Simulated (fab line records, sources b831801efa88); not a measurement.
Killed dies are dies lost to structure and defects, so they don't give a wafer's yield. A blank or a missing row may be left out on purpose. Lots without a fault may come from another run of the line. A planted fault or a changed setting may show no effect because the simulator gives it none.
fab line records | flow sky130
record lots=14 wafers=42 last_day=50
route steps=708 shown FIELD_ISO@15 PWDE@52 VT_ADJUST_PCH@152
lots that met no fault: from a run of the same line without faults
start_h: hours from the record's first day to the start of the lot's first wafer shown | wait_h: hours since the lot's step before | " the same as in the row above | L1.1+2: a row that stands for several wafers | - no value, or no start given | * or withheld: withheld | < > ~ a bound
route shown NAME@n: a module of which the file shows steps, and the number in the route of the first | usual: mean/standard deviation of fault-free wafers | same: alike in all rows | chamber/n: place in a boat | sites: the reading at each site | _std_site: their standard deviation | _edge_site: outer sites' mean less inner sites' | radius_mm: how far each site lies from the wafer's centre | mask NAME#n: copy n | behind: the tool/chamber that last shaped the wafer | hold: why the lot was held/for how many hours/how that ended | device: the transistor (n, p or np) that didn't switch | end of line: the same wafers' tests at the end of the route | a step without rows: its recipe alone | killed: dies lost to structure and defects at the first sort, not the wafer's yield | map: a wafer's dies, x killed, . not, _ none there
set.NAME: the setting as run; set.NAME@STEP: as run at that earlier step | model.NAME: the simulator's own value behind a step, which no gauge read
steps of the route over a sample of lots; a table a step, a row a wafer
services: from which hour (start_h, from the record's first day; less than 0 if before it) a tool's chamber was out of use, for how many hours, and why
## steps
# step SKY_FIELD_ISO_ETCH_14
# recipe chemistry=N2/H2 target=BARC ion_energy_ev=200 source_w=500 bias_w=100 pressure_mtorr=30 n2_flow_sccm=100 h2_flow_sccm=200 stop_on=SiO2 time_s=45.9 target_depth_a=600
# usual bias_w=100.0/0.31 chamber_pressure_mTorr=30.000/0.028 drypump_motor_current_A=5.7/0.46 oes_product_au=0.854/0.0046 rf_fwd_power_W=494.0/1.7 throttle_valve_pct=13.225/0.0088
# columns lot.wafer tool chamber start_h wait_h bias_w chamber_pressure_mTorr drypump_motor_current_A oes_product_au rf_fwd_power_W rf_hours_counter_h throttle_valve_pct
L517.2 rie_diel-04 0 34.63 0.1 100.0 29.968 5.0 0.852 494.3 4 13.209
L517.4 " 1 " " 100.0 30.008 5.5 0.852 493.3 124 13.230
L517.5 " 3 " " 99.7 30.020 4.9 0.848 493.0 - 13.226
L519.2 rie_diel-04 2 45.60 0.1 100.2 30.055 6.4 0.857 494.0 125 13.219
L519.3 " 0 " " 100.3 30.031 5.1 0.860 496.1 4 13.228
L519.4 " 3 " " 100.5 30.033 4.9 0.855 496.7 138 13.211
L520.2 rie_diel-04 0 49.25 0.1 99.8 30.030 5.0 0.855 495.7 4 13.226
L520.3 " 3 " " 100.5 30.036 4.9 0.852 495.7 138 13.228
L520.6 " 0 " " 100.1 30.033 5.0 0.854 494.9 - 13.229
L521.1 rie_diel-01 2 55.25 0.1 100.2 29.952 5.6 0.850 493.8 15 13.232
L521.4 " 0 " " 99.9 29.949 6.0 0.857 495.0 62 13.224
L521.5 " 2 " " 100.1 29.994 5.6 0.854 494.6 - 13.218
L522.2 rie_diel-01 3 59.30 0.1 99.6 29.976 5.8 0.863 496.6 23 13.222
L522.4 " 0 " " 99.6 30.030 6.0 0.854 493.6 62 13.214
L522.6 " 1 " " 100.0 30.030 6.0 0.855 492.1 - 13.209
L524.1 rie_diel-02 0 71.65 0.1 99.8 30.027 5.3 0.850 495.3 150 13.236
L524.3 " 1 " " 99.6 29.943 6.4 0.857 497.6 30 13.237
L524.4 " 3 " " 100.4 29.975 5.9 0.859 493.7 103 13.226
L525.1 rie_diel-04 3 77.18 0.1 99.8 29.988 4.9 0.853 494.4 138 13.202
L525.2 " 2 " " 100.0 30.014 6.3 0.849 493.1 125 13.228
L525.5 " 2 " " 99.8 29.956 6.4 0.851 494.1 - 13.217
L527.3 rie_diel-01 1 85.78 0.1 99.9 29.971 6.0 0.856 491.7 6 13.227
L527.5 " 3 " " 100.1 29.977 5.8 0.859 493.1 - 13.233
L527.6 " 2 " " 100.2 29.977 5.6 0.859 494.6 - 13.207
L529.3 rie_diel-01 3 96.55 0.1 100.2 29.970 5.8 0.853 492.9 24 13.212
L529.5 " 0 " " 99.5 30.005 6.0 0.855 493.4 - 13.230
L529.6 " 3 " " 100.2 29.978 5.8 0.854 492.2 - 13.203
L532.1 rie_diel-01 3 112.75 0.1 99.7 29.951 5.9 0.859 497.9 25 13.223
L532.3 " 0 " " 100.2 30.015 6.0 0.856 492.3 63 13.233
L532.6 " 1 " " 100.0 30.021 6.0 0.849 494.1 - 13.221
L535.2 rie_diel-02 2 128.88 0.1 - - - - - - -
L535.4 " 2 " " - - - - - - -
L535.5 " 0 " " - - - - - - -
L536.2 rie_diel-04 1 134.90 0.1 - - - - - - -
L536.5 " 3 " " - - - - - - -
L536.6 " 0 " " - - - - - - -
L538.3 rie_diel-01 3 142.73 0.1 100.0 29.980 5.9 0.855 495.2 25 13.238
L538.4 " 0 " " 99.8 29.963 6.0 0.850 491.9 63 13.221
L538.5 " 0 " " 99.9 30.012 6.0 0.858 492.4 - 13.217
L539.1 rie_diel-01 1 148.23 0.1 99.7 30.004 6.0 0.856 492.9 7 13.230
L539.4 " 2 " " 100.4 30.021 5.6 0.853 494.3 17 13.222
L539.6 " 2 " " 100.7 29.987 5.6 0.849 493.5 - 13.224
# step SKY_FIELD_ISO_ETCH_15
# recipe chemistry=CHF3/O2 target_depth_nm=180 stop_on=Si source_w=600 bias_w=200 pressure_mtorr=40 chf3_flow_sccm=50 O2_flow_sccm=5 time_s=72
# usual O2_flow_sccm=4.998/0.015 bias_w=199.8/0.7 drypump_motor_current_A=5.7/0.45 oes_product_au=0.944/0.007 rf_fwd_power_W=595.0/2.2 throttle_valve_pct=8.845/0.0098
# columns lot.wafer tool chamber start_h wait_h O2_flow_sccm bias_w drypump_motor_current_A oes_product_au rf_fwd_power_W rf_hours_counter_h throttle_valve_pct
L517.2 rie_diel-04 0 34.67 0.0 4.985 200.9 5.1 0.942 595.4 4 8.841
L517.4 " 1 " " 4.981 199.4 5.5 0.943 592.5 124 8.844
L517.5 " 3 " " 4.978 198.7 4.9 0.946 593.6 - 8.846
L519.2 rie_diel-04 2 45.65 0.0 5.000 200.0 6.3 0.934 593.5 125 8.849
L519.3 " 0 " " 4.994 199.6 5.0 0.946 597.1 4 8.856
L519.4 " 3 " " 5.016 199.3 4.9 0.944 593.3 138 8.842
L520.2 rie_diel-04 0 49.30 0.0 5.004 198.8 5.0 0.941 598.3 4 8.843
L520.3 " 3 " " 4.972 201.6 4.9 0.944 593.7 138 8.820
L520.6 " 0 " " 4.968 200.1 5.0 0.943 598.8 - 8.837
L521.1 rie_diel-01 2 55.30 0.0 4.999 200.7 5.6 0.948 594.0 15 8.870
L521.4 " 0 " " 5.006 198.7 6.0 0.940 591.2 62 8.850
L521.5 " 2 " " 5.002 199.4 5.6 0.934 593.9 - 8.857
L522.2 rie_diel-01 3 59.35 0.0 4.983 200.1 5.8 0.936 596.4 23 8.854
L522.4 " 0 " " 5.009 199.8 6.0 0.944 593.3 62 8.849
L522.6 " 1 " " 4.991 199.6 6.0 0.930 595.6 - 8.843
L524.1 rie_diel-02 0 71.70 0.0 5.007 200.6 5.2 0.951 598.6 150 8.856
L524.3 " 1 " " 4.984 201.2 6.3 0.943 600.1 30 8.844
L524.4 " 3 " " 5.000 199.8 5.9 0.940 592.7 103 8.850
L525.1 rie_diel-04 3 77.22 0.0 4.975 200.3 4.9 0.943 596.4 138 8.852
L525.2 " 2 " " 4.991 200.2 6.3 0.939 594.3 125 8.845
L525.5 " 2 " " 4.987 201.0 6.3 0.944 597.5 - 8.854
L527.3 rie_diel-01 1 85.82 0.0 5.027 199.5 6.0 0.942 593.6 6 8.868
L527.5 " 3 " " 5.010 199.5 5.8 0.950 596.2 - 8.828
L527.6 " 2 " " 5.010 199.8 5.6 0.949 592.6 - 8.849
L529.3 rie_diel-01 3 96.59 0.0 4.995 198.5 5.8 0.954 596.2 24 8.825
L529.5 " 0 " " 4.999 200.3 6.0 0.951 595.0 - 8.860
L529.6 " 3 " " 4.979 198.7 5.8 0.941 598.5 - 8.863
L532.1 rie_diel-01 3 112.80 0.0 5.012 199.7 5.8 0.952 593.8 25 8.851
L532.3 " 0 " " 4.984 201.5 6.0 0.945 595.0 63 8.836
L532.6 " 1 " " 5.001 199.8 6.0 0.947 592.6 - 8.839
L535.2 rie_diel-02 2 128.92 0.0 5.023 199.2 6.5 0.372 596.1 6 8.658
L535.4 " 2 " " 5.016 200.5 6.5 0.377 599.2 - 8.681
L535.5 " 0 " " 5.000 198.5 5.3 0.374 595.9 - 8.668
L536.2 rie_diel-04 1 134.95 0.0 5.003 199.6 5.5 0.374 590.8 126 8.666
L536.5 " 3 " " 4.992 199.2 4.9 0.374 591.8 - 8.681
L536.6 " 0 " " 5.014 199.7 5.1 0.370 598.1 - 8.678
L538.3 rie_diel-01 3 142.77 0.0 4.977 199.7 5.8 0.955 598.6 25 8.867
L538.4 " 0 " " 5.008 200.6 6.0 0.944 594.1 63 8.860
L538.5 " 0 " " 5.022 200.4 6.0 0.945 594.2 - 8.853
L539.1 rie_diel-01 1 148.27 0.0 5.002 198.8 6.0 0.948 597.9 7 8.852
L539.4 " 2 " " 4.983 199.0 5.6 0.944 596.3 17 8.850
L539.6 " 2 " " 5.023 199.7 5.6 0.940 597.2 - 8.827
# step SKY_FIELD_ISO_STRIP_16
# recipe chemistry=O2/N2 power_w=1400 pressure_mtorr=1500 platen_temp_c=withheld o2_flow_sccm=3000 n2_flow_sccm=300 overash_fraction=0.5
# usual drypump_motor_current_A=5.8/0.51 oes_product_au=0.377/0.0052 strip_time_to_endpoint_s=3.53/0.04
# same overash_fraction=0.5
# columns lot.wafer tool chamber start_h wait_h drypump_motor_current_A oes_product_au rf_hours_counter_h strip_time_to_endpoint_s
L517.2 plasma_asher-02 1 34.73 0.0 5.4 0.377 35 3.53
L517.4 " 0 " " 5.7 0.377 - 3.56
L517.5 " 0 " " 5.7 0.375 - 3.55
L519.2 plasma_asher-02 1 45.70 0.0 5.4 0.369 36 3.49
L519.3 " 0 " " 5.7 0.373 - 3.53
L519.4 " 1 " " 5.4 0.367 - 3.53
L520.2 plasma_asher-03 1 49.35 0.0 6.7 0.374 38 3.56
L520.3 " 0 " " 5.9 0.378 - 3.54
L520.6 " 1 " " 6.8 0.374 - 3.54
L521.1 plasma_asher-02 0 55.35 0.0 5.7 0.374 37 3.47
L521.4 " 1 " " 5.4 0.375 - 3.52
L521.5 " 1 " " 5.4 0.381 - 3.45
L522.2 plasma_asher-03 0 59.40 0.0 5.9 0.372 39 3.56
L522.4 " 0 " " 5.9 0.374 - 3.55
L522.6 " 1 " " 6.7 0.372 - 3.56
L524.1 plasma_asher-01 1 71.75 0.0 5.3 0.378 36 3.57
L524.3 " 0 " " 5.3 0.381 - 3.49
L524.4 " 1 " " 5.3 0.378 - 3.46
L525.1 plasma_asher-02 0 77.28 0.0 5.7 0.374 38 3.54
L525.2 " 1 " " 5.4 0.375 38 3.49
L525.5 " 1 " " 5.4 0.377 - 3.49
L527.3 plasma_asher-01 1 85.91 0.1 5.3 0.379 - 3.54
L527.5 " 1 " " 5.3 0.375 - 3.53
L527.6 " 0 " " 5.2 0.376 - 3.44
L529.3 plasma_asher-03 0 96.68 0.1 5.9 0.376 - 3.52
L529.5 " 1 " " 6.7 0.372 - 3.52
L529.6 " 0 " " 5.9 0.380 - 3.51
L532.1 plasma_asher-02 0 112.85 0.0 5.7 0.377 42 3.54
L532.3 " 1 " " 5.4 0.384 - 3.52
L532.6 " 1 " " 5.4 0.380 - 3.49
L535.2 plasma_asher-03 0 128.98 0.0 5.9 0.396 1 4.02
L535.4 " 1 " " 6.7 0.403 - 4.00
L535.5 " 0 " " 5.9 0.402 - 4.03
L536.2 plasma_asher-03 0 135.00 0.0 5.9 0.399 2 4.00
L536.5 " 0 " " 5.9 0.400 - 4.00
L536.6 " 1 " " 6.7 0.399 - 4.04
L538.3 plasma_asher-01 0 142.86 0.1 5.2 0.380 - 3.56
L538.4 " 1 " " 5.3 0.372 - 3.57
L538.5 " 1 " " 5.3 0.386 - 3.60
L539.1 plasma_asher-01 0 148.33 0.0 5.2 0.389 44 3.57
L539.4 " 0 " " 5.2 0.377 - 3.49
L539.6 " 1 " " 5.3 0.380 - 3.53
# step SKY_PWDE_OVL_MEAS_07
# usual PWDE_OVL=-0.9/1.4
# columns lot.wafer tool chamber start_h wait_h PWDE_OVL[nm]
L517.2 overlay-01 - 74.46 - -1.6
L517.4 " - " " -1.3
L517.5 " - " " -0.5
L519.2 overlay-02 - 90.72 - 0.2
L519.3 " - " " 0.9
L519.4 " - " " -0.9
L520.2 overlay-02 - 93.21 - 0.5
L520.3 " - " " 0.4
L520.6 " - " " -1.6
L521.1 overlay-02 - 99.93 - -1.3
L521.4 " - " " -0.2
L521.5 " - " " -1.1
L522.2 overlay-01 - 104.42 - -2.4
L522.4 " - " " -1.5
L522.6 " - " " -2.7
L524.1 overlay-02 - 114.13 - -0.2
L524.3 " - " " -0.1
L524.4 " - " " -1.0
L525.1 overlay-01 - 121.61 - -0.1
L525.2 " - " " 0.5
L525.5 " - " " 2.2
L527.3 overlay-01 - 131.39 - 0.5
L527.5 " - " " -2.3
L527.6 " - " " -1.7
L529.3 overlay-02 - 140.22 - -3.4
L529.5 " - " " -1.8
L529.6 " - " " -2.9
L532.1 overlay-02 - 159.92 - -0.3
L532.3 " - " " -1.3
L532.6 " - " " -3.2
L538.3 overlay-02 - 192.48 - 0.0
L538.4 " - " " 0.3
L538.5 " - " " -0.8
L539.1 overlay-01 - 197.71 - 1.8
L539.4 " - " " 1.5
L539.6 " - " " 1.2
# step SKY_NWELL_RS_MEAS_31
# recipe thk_meas_gauge=four-point-probe
# usual PWDE_RS=5272/17
# columns lot.wafer tool chamber start_h wait_h PWDE_RS[ohm/sq]
L517.2 film_metro-03 - 110.52 0.1 5278
L517.4 " - " " 5277
L517.5 " - " " 5266
L519.2 film_metro-03 - 129.16 0.1 5259
L519.3 " - " " 5240
L519.4 " - " " 5253
L520.2 film_metro-02 - 132.12 0.1 5304
L520.3 " - " " 5275
L520.6 " - " " 5264
L521.1 film_metro-02 - 138.84 0.1 5285
L521.4 " - " " 5273
L521.5 " - " " 5280
L522.2 film_metro-04 - 144.56 0.1 5293
L522.4 " - " " 5297
L522.6 " - " " 5286
L524.1 film_metro-02 - 154.21 0.1 5260
L524.3 " - " " 5264
L524.4 " - " " 5276
L525.1 film_metro-04 - 162.79 0.1 5278
L525.2 " - " " 5278
L525.5 " - " " 5282
L527.3 film_metro-03 - 173.41 0.1 5289
L527.5 " - " " 5290
L527.6 " - " " 5286
L529.3 film_metro-04 - 182.63 0.1 5251
L529.5 " - " " 5263
L529.6 " - " " 5259
L532.1 film_metro-04 - 202.21 0.1 5286
L532.3 " - " " 5317
L532.6 " - " " 5296
L538.3 film_metro-03 - 239.79 0.1 5240
L538.4 " - " " 5251
L538.5 " - " " 5239
L539.1 film_metro-02 - 245.77 0.1 5262
L539.4 " - " " 5259
L539.6 " - " " 5280
# step SKY_VT_ADJUST_PCH_STRIP_09
# recipe chemistry=O2/N2 power_w=1400 pressure_mtorr=1500 platen_temp_c=withheld o2_flow_sccm=3000 n2_flow_sccm=300 overash_fraction=0.5
# usual drypump_motor_current_A=5.6/0.5 oes_product_au=0.722/0.0046 strip_time_to_endpoint_s=36.93/0.11
# same overash_fraction=0.5
# columns lot.wafer tool chamber start_h wait_h drypump_motor_current_A oes_product_au rf_hours_counter_h strip_time_to_endpoint_s
L517.2 plasma_asher-01 1 237.32 0.1 5.3 0.713 52 36.79
L517.4 " 0 " " 5.2 0.715 - 36.91
L517.5 " 1 " " 5.3 0.718 - 37.05
L519.2 plasma_asher-01 0 260.17 0.1 5.3 0.729 57 36.89
L519.3 " 1 " " 5.3 0.717 - 36.79
L519.4 " 0 " " 5.3 0.726 - 36.88
L520.2 plasma_asher-03 1 266.14 0.1 6.7 0.717 16 36.90
L520.3 " 1 " " 6.7 0.722 - 36.78
L520.6 " 0 " " 5.9 0.715 - 36.91
L521.1 plasma_asher-03 0 273.64 0.1 5.9 0.721 18 37.16
L521.4 " 1 " " 6.7 0.721 - 37.07
L521.5 " 0 " " 5.9 0.724 - 37.22
L522.2 plasma_asher-01 1 280.12 0.1 5.3 0.728 61 36.95
L522.4 " 1 " " 5.3 0.720 - 36.93
L522.6 " 1 " " 5.3 0.735 - 36.90
L524.1 plasma_asher-01 1 293.87 0.1 5.3 0.716 63 37.15
L524.3 " 1 " " 5.3 0.725 - 37.10
L524.4 " 0 " " 5.2 0.731 - 37.12
L525.1 plasma_asher-01 0 302.54 0.1 5.2 0.715 64 36.94
L525.2 " 1 " " 5.3 0.726 64 36.96
L525.5 " 0 " " 5.3 0.726 - 37.04
L527.3 plasma_asher-01 1 316.85 0.1 5.3 0.717 - 36.91
L527.5 " 0 " " 5.2 0.725 - 36.85
L527.6 " 1 " " 5.3 0.727 - 36.75
L529.3 plasma_asher-03 1 327.30 0.1 6.8 0.721 - 36.93
L529.5 " 0 " " 5.9 0.725 - 36.90
L529.6 " 1 " " 6.7 0.722 - 37.08
L532.1 plasma_asher-01 0 354.44 0.1 5.2 0.717 69 36.77
L532.3 " 0 " " 5.2 0.717 - 36.77
L532.6 " 1 " " 5.3 0.729 - 36.80
L538.3 plasma_asher-01 1 398.58 0.1 5.3 0.726 - 36.92
L538.4 " 0 " " 5.3 0.726 - 37.02
L538.5 " 0 " " 5.3 0.718 - 36.97
L539.1 plasma_asher-02 0 405.37 0.1 5.7 0.721 67 36.96
L539.4 " 0 " " 5.7 0.728 - 37.10
L539.6 " 1 " " 5.4 0.726 - 37.02
## services
# columns tool chamber start_h hours kind
plasma_asher-01 - 53.81 2.8 pm
rie_diel-04 1 55.98 4.4 repair
rie_diel-04 3 57.31 5.7 repair
rie_diel-01 0 75.38 2.4 repair
rie_diel-04 - 77.28 2.8 pm
plasma_asher-01 - 90.09 1.3 repair
rie_diel-04 1 93.15 1.5 repair
plasma_asher-03 - 108.75 9.0 pm
rie_diel-01 - 137.49 1.0 repair
rie_diel-01 3 166.87 5.1 repair
rie_diel-01 2 196.81 7.9 repair
plasma_asher-03 - 204.24 1.7 repair
rie_diel-01 3 208.46 1.5 repair
rie_diel-04 3 223.30 16.6 repair
plasma_asher-01 - 229.43 7.7 repair
rie_diel-04 0 232.62 13.9 repair
plasma_asher-03 - 237.10 14.6 pm
rie_diel-01 - 303.15 0.5 repair
plasma_asher-01 - 307.79 2.8 repair
rie_diel-01 2 351.24 8.3 repair
rie_diel-01 0 378.23 2.7 repair
rie_diel-01 1 380.39 7.9 repair
rie_diel-01 3 383.32 1.5 repair
plasma_asher-01 - 396.84 1.6 repair
## key
first_sign step=SKY_FIELD_ISO_ETCH_14 reading=tool_record direction=missing
effect step=SKY_FIELD_ISO_ETCH_15 reading=oes_product_au direction=down sigmas=81 usual=0.944 struck=0.374
effect step=SKY_FIELD_ISO_STRIP_16 reading=strip_time_to_endpoint_s direction=up sigmas=12 usual=* struck=*
met_at SKY_FIELD_ISO_ETCH_14
struck_lots L535,L536
later_rows_left_out L535.2,L535.4,L535.5,L536.2,L536.5,L536.6
sort_left_out L535.2,L535.4,L535.5,L536.2,L536.5,L536.6
tester_left_out L535,L536
not_acting_at SKY_PWDE_OVL_MEAS_07,SKY_NWELL_RS_MEAS_31,SKY_VT_ADJUST_PCH_STRIP_09
onset_between 77.18 128.88
fault kind=skipped_step_whole tool=rie_diel-02,rie_diel-04 chamber=- onset_h=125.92 steps=SKY_FIELD_ISO_ETCH_14 scope=struck_lots_only
# tester_left_out: of these lots the tester's yield and bins aren't shown, on N5 and GAA mostly nor the transistor test; their killed dies are dies lost to structure and defects alone, not to doping, threshold or leakage, so they don't give the yield
# sort_left_out: the simulated sort isn't trusted on such a fault, so these wafers' sort isn't shown, and their yield isn't known
# later_rows_left_out: the simulator's readings of these wafers behind a module that went badly wrong aren't trusted and aren't shown, but for the sort
